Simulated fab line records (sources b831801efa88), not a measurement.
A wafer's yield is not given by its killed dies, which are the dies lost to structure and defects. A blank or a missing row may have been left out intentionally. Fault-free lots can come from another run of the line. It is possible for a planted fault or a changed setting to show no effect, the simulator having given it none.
Which tool was responsible?	flow gf180mcu	14 lots with 42 wafers sampled at 2 steps, on a route of 602 steps

WHAT THE GAUGES READ, wafer by wafer
GF_V1_CD_MEAS_14 targets a cd of 260 nm.
lot	measured	on	cdNm (nm)
L368	day 18 04:26	cdSem-01	259.1 258.5 259.5
L369	day 18 14:50	cdSem-01	261.7 261.5 260.3
L370	day 18 19:05	cdSem-01	261.7 261.1 260.8
L371	day 19 06:25	cdSem-01	262.1 260.7 262.3
L372	day 19 22:08	cdSem-02	262.9 263.1 262.3
L375	day 21 01:56	cdSem-02	260.9 262.1 260.3
L376	day 21 10:20	cdSem-02	260.0 259.7 260.3
L378	day 22 01:52	cdSem-01	260.6 261.1 261.1
L381	day 22 20:06	cdSem-01	261.2 262.5 262.5
L389	day 25 14:59	cdSem-01	258.2 257.2 259.6
L390	day 25 20:53	cdSem-02	259.8 260.2 261.1
L391	day 26 05:35	cdSem-01	259.2 259.6 258.7

TOOL THAT RAN EACH LOT (tool first, then ch and the chambers of the sampled wafers, then the start)
lot	GF_STI_PEB_10
L368	lithoTrack-03 ch 0, day 2 01:22
L369	lithoTrack-02 ch 0, day 2 06:36
L370	lithoTrack-04 ch 0, day 2 10:29
L371	lithoTrack-02 ch 0, day 2 16:09
L372	lithoTrack-04 ch 0, day 2 22:22
L375	lithoTrack-02 ch 0, day 3 14:14
L376	lithoTrack-02 ch 0, day 3 20:25
L378	lithoTrack-04 ch 0, day 4 05:20
L379	lithoTrack-03, day 4 09:37
L380	lithoTrack-04, day 4 15:11
L381	lithoTrack-04 ch 0, day 4 20:53
L389	lithoTrack-04 ch 0, day 6 12:59
L390	lithoTrack-03 ch 0, day 6 18:37
L391	lithoTrack-03 ch 0, day 6 23:46
- GF_STI_PEB_10: peb time 90 s.

AS READ BY THE TOOLS THEMSELVES (means over the sampled wafers that have a number; for cases with no such wafer, the mark the record gives instead)
GF_STI_PEB_10.
lot	tool	chillPlateTempC (C)	exhaustPa (Pa)
L368	lithoTrack-03	22.99	46.0
L369	lithoTrack-02	23.07	44.6
L370	lithoTrack-04	22.87	45.1
L371	lithoTrack-02	23.07	45.8
L372	lithoTrack-04	23.04	46.0
L375	lithoTrack-02	23.08	45.0
L376	lithoTrack-02	22.99	46.2
L378	lithoTrack-04	22.94	44.7
L379	lithoTrack-03	-	-
L380	lithoTrack-04	-	-
L381	lithoTrack-04	22.82	45.2
L389	lithoTrack-04	22.95	44.6
L390	lithoTrack-03	22.98	45.5
L391	lithoTrack-03	22.90	45.0

THE ANSWER, worked out from the rows above alone
Rule: the lots themselves supply what counts as usual. The widest of any qualifying gaps counts: lots, ordered by their means at a reading, are off when they make up no more than a third of the lots, leave a main group of 4 or more, and stand apart from it by 3 or more times the standard deviation of that group's means. Not used: any main group whose means are identical at the precision the tables above print for the reading. Also off: a lot with no number at a reading for which 4 or more lots have one. Any other lot the step has rows for is counted as sound. After the gauges, taken in route order, come the tools' own readings; for these a lot's mean is taken, as printed above. The first step at which some lot is off is used, and at that step the reading that is off furthest; a lot without a number counts as furthest.
Off at GF_STI_PEB_10 (chillPlateTempC): L379, L380. Without a number there: L379, L380. Main group: mean 22.98 C, sd 0.08.
If a tool, at that step or one of the process steps before it, ran each lot that is off and ran no sound lot following the first of them, it fits. None of those tried fits.

WHAT HAD BEEN PUT IN BY THE SIMULATOR
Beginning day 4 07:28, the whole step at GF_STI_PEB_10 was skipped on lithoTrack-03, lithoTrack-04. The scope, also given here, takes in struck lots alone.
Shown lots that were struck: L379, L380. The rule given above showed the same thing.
